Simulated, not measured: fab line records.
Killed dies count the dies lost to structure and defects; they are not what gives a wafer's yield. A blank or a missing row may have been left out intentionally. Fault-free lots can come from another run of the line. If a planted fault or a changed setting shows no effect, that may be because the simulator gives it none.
Split-lot study / flow sky130 / 23 wafers read across 5 lots, on a route 708 steps long

THE SPLIT ITSELF
At SKY_NWELL_COAT_05 (resist thk 3000 nm), the setting spin-rpm was moved away from the recipe's 2000 rpm on 12 of the 23 wafers read, by -4.9% to -3.1%. This setting was run at the recipe's value on the other wafers.

The split's own step is where the reading is taken.

THE READING
coat_of_NWELL_COAT_05.thk-nm (the simulator's own value, which no gauge read), in nm, at SKY_NWELL_COAT_05 (resist thk 3000 nm). No usual value for it is given in the file. The 11 wafers here that ran the recipe average 2996 nm, standard deviation 8.5 nm.

wafer=L076.1; tool, chamber at the split=litho-track-02, 0; spin-rpm as run, rpm=2000; against the recipe=recipe; coat_of_NWELL_COAT_05.thk-nm, nm=2991; against lot-mates on the recipe=-
wafer=L076.2; tool, chamber at the split=litho-track-02, 0; spin-rpm as run, rpm=1918; against the recipe=-4.1%; coat_of_NWELL_COAT_05.thk-nm, nm=3060; against lot-mates on the recipe=+68
wafer=L076.3; tool, chamber at the split=litho-track-02, 0; spin-rpm as run, rpm=1918; against the recipe=-4.1%; coat_of_NWELL_COAT_05.thk-nm, nm=3055; against lot-mates on the recipe=+63
wafer=L076.4; tool, chamber at the split=litho-track-02, 0; spin-rpm as run, rpm=2000; against the recipe=recipe; coat_of_NWELL_COAT_05.thk-nm, nm=2993; against lot-mates on the recipe=-
wafer=L076.5; tool, chamber at the split=litho-track-02, 0; spin-rpm as run, rpm=1918; against the recipe=-4.1%; coat_of_NWELL_COAT_05.thk-nm, nm=3072; against lot-mates on the recipe=+80
wafer=L078.2; tool, chamber at the split=litho-track-04, 0; spin-rpm as run, rpm=2000; against the recipe=recipe; coat_of_NWELL_COAT_05.thk-nm, nm=2991; against lot-mates on the recipe=-
wafer=L078.5; tool, chamber at the split=litho-track-04, 0; spin-rpm as run, rpm=2000; against the recipe=recipe; coat_of_NWELL_COAT_05.thk-nm, nm=2998; against lot-mates on the recipe=-
wafer=L078.6; tool, chamber at the split=litho-track-04, 0; spin-rpm as run, rpm=2000; against the recipe=recipe; coat_of_NWELL_COAT_05.thk-nm, nm=2995; against lot-mates on the recipe=-
wafer=L079.2; tool, chamber at the split=litho-track-04, 0; spin-rpm as run, rpm=1937; against the recipe=-3.1%; coat_of_NWELL_COAT_05.thk-nm, nm=3047; against lot-mates on the recipe=+48
wafer=L079.3; tool, chamber at the split=litho-track-04, 0; spin-rpm as run, rpm=2000; against the recipe=recipe; coat_of_NWELL_COAT_05.thk-nm, nm=2992; against lot-mates on the recipe=-
wafer=L079.4; tool, chamber at the split=litho-track-04, 0; spin-rpm as run, rpm=2000; against the recipe=recipe; coat_of_NWELL_COAT_05.thk-nm, nm=3006; against lot-mates on the recipe=-
wafer=L079.5; tool, chamber at the split=litho-track-04, 0; spin-rpm as run, rpm=1937; against the recipe=-3.1%; coat_of_NWELL_COAT_05.thk-nm, nm=3040; against lot-mates on the recipe=+41
wafer=L079.6; tool, chamber at the split=litho-track-04, 0; spin-rpm as run, rpm=1937; against the recipe=-3.1%; coat_of_NWELL_COAT_05.thk-nm, nm=3051; against lot-mates on the recipe=+52
wafer=L080.1; tool, chamber at the split=litho-track-01, 0; spin-rpm as run, rpm=2000; against the recipe=recipe; coat_of_NWELL_COAT_05.thk-nm, nm=3007; against lot-mates on the recipe=-
wafer=L080.2; tool, chamber at the split=litho-track-01, 0; spin-rpm as run, rpm=2000; against the recipe=recipe; coat_of_NWELL_COAT_05.thk-nm, nm=3010; against lot-mates on the recipe=-
wafer=L080.3; tool, chamber at the split=litho-track-01, 0; spin-rpm as run, rpm=1902; against the recipe=-4.9%; coat_of_NWELL_COAT_05.thk-nm, nm=3083; against lot-mates on the recipe=+74
wafer=L080.4; tool, chamber at the split=litho-track-01, 0; spin-rpm as run, rpm=1902; against the recipe=-4.9%; coat_of_NWELL_COAT_05.thk-nm, nm=3081; against lot-mates on the recipe=+72
wafer=L080.5; tool, chamber at the split=litho-track-01, 0; spin-rpm as run, rpm=1902; against the recipe=-4.9%; coat_of_NWELL_COAT_05.thk-nm, nm=3082; against lot-mates on the recipe=+74
wafer=L085.1; tool, chamber at the split=litho-track-04, 0; spin-rpm as run, rpm=1929; against the recipe=-3.5%; coat_of_NWELL_COAT_05.thk-nm, nm=3040; against lot-mates on the recipe=+54
wafer=L085.2; tool, chamber at the split=litho-track-04, 0; spin-rpm as run, rpm=1929; against the recipe=-3.5%; coat_of_NWELL_COAT_05.thk-nm, nm=3042; against lot-mates on the recipe=+56
wafer=L085.3; tool, chamber at the split=litho-track-04, 0; spin-rpm as run, rpm=1929; against the recipe=-3.5%; coat_of_NWELL_COAT_05.thk-nm, nm=3044; against lot-mates on the recipe=+58
wafer=L085.5; tool, chamber at the split=litho-track-04, 0; spin-rpm as run, rpm=2000; against the recipe=recipe; coat_of_NWELL_COAT_05.thk-nm, nm=2993; against lot-mates on the recipe=-
wafer=L085.6; tool, chamber at the split=litho-track-04, 0; spin-rpm as run, rpm=2000; against the recipe=recipe; coat_of_NWELL_COAT_05.thk-nm, nm=2979; against lot-mates on the recipe=-

THE FIT
A straight line over all 23 wafers: coat_of_NWELL_COAT_05.thk-nm changes by -16.2 nm for each +1% of spin-rpm; r = -0.97; the points scatter about the line by 8.6 nm.
The same after taking each lot's own level away (the mean of its wafers on the recipe; 23 wafers): -15.7 nm for each +1%; r = -0.99; scatter 5.4 nm.
Per that fit: largest spin-rpm move, reading shift of 77 nm.
From 2986.0 to 3008.5 nm: that is the span of the lots' own levels, equal to 2.6 times the standard deviation above.
The two slopes are in agreement: the lot-to-lot level therefore moves the slope only a little.
Check: for one of the wafers moved furthest among these (-4.9%), held out of the fit, the line's prediction against its lot-mates is +77.4 nm. It came out at +74.5 nm against them.

ADDITIONAL SPLITS CARRIED BY THESE WAFERS
Note: prior to the reading, these wafers also went through further splits. Each is held against what the fit with the lots' levels taken away leaves over:
other split on the same wafers=SKY_FIELD_ISO_OXIDATION_01 ox-time-s; wafers away from the commonest value=15; r with coat_of_NWELL_COAT_05.thk-nm (lot level and that fit taken away)=+0.19
other split on the same wafers=SKY_FIELD_ISO_EXPOSE_10 dose-mj; wafers away from the commonest value=5; r with coat_of_NWELL_COAT_05.thk-nm (lot level and that fit taken away)=-0.42
other split on the same wafers=SKY_FIELD_ISO_ETCH_14 bias-w; wafers away from the commonest value=10; r with coat_of_NWELL_COAT_05.thk-nm (lot level and that fit taken away)=+0.12
other split on the same wafers=SKY_FIELD_ISO_OXIDATION_22 temp-c; wafers away from the commonest value=10; r with coat_of_NWELL_COAT_05.thk-nm (lot level and that fit taken away)=+0.38
other split on the same wafers=SKY_DNWELL_COAT_02 spin-rpm; wafers away from the commonest value=8; r with coat_of_NWELL_COAT_05.thk-nm (lot level and that fit taken away)=-0.35

THE WHOLE CHAIN: every reading that the file lists as answering this split, in the file's order
step=SKY_NWELL_COAT_05; what it does=resist thk 3000 nm; reading=coat_of_NWELL_COAT_05.thk-nm (the simulator's own value, which no gauge read); change (the file's fit)=-15.7 nm for each +1% of the setting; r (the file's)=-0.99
step=SKY_NWELL_STRIP_14; what it does=strips in O2/N2; reading=strip-time-to-endpoint-s; change (the file's fit)=withheld for each +1% of the setting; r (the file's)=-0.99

THE FILE'S OWN FIT
coat_of_NWELL_COAT_05.thk-nm changes by -15.7 nm for each +1% of spin-rpm, r = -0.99.
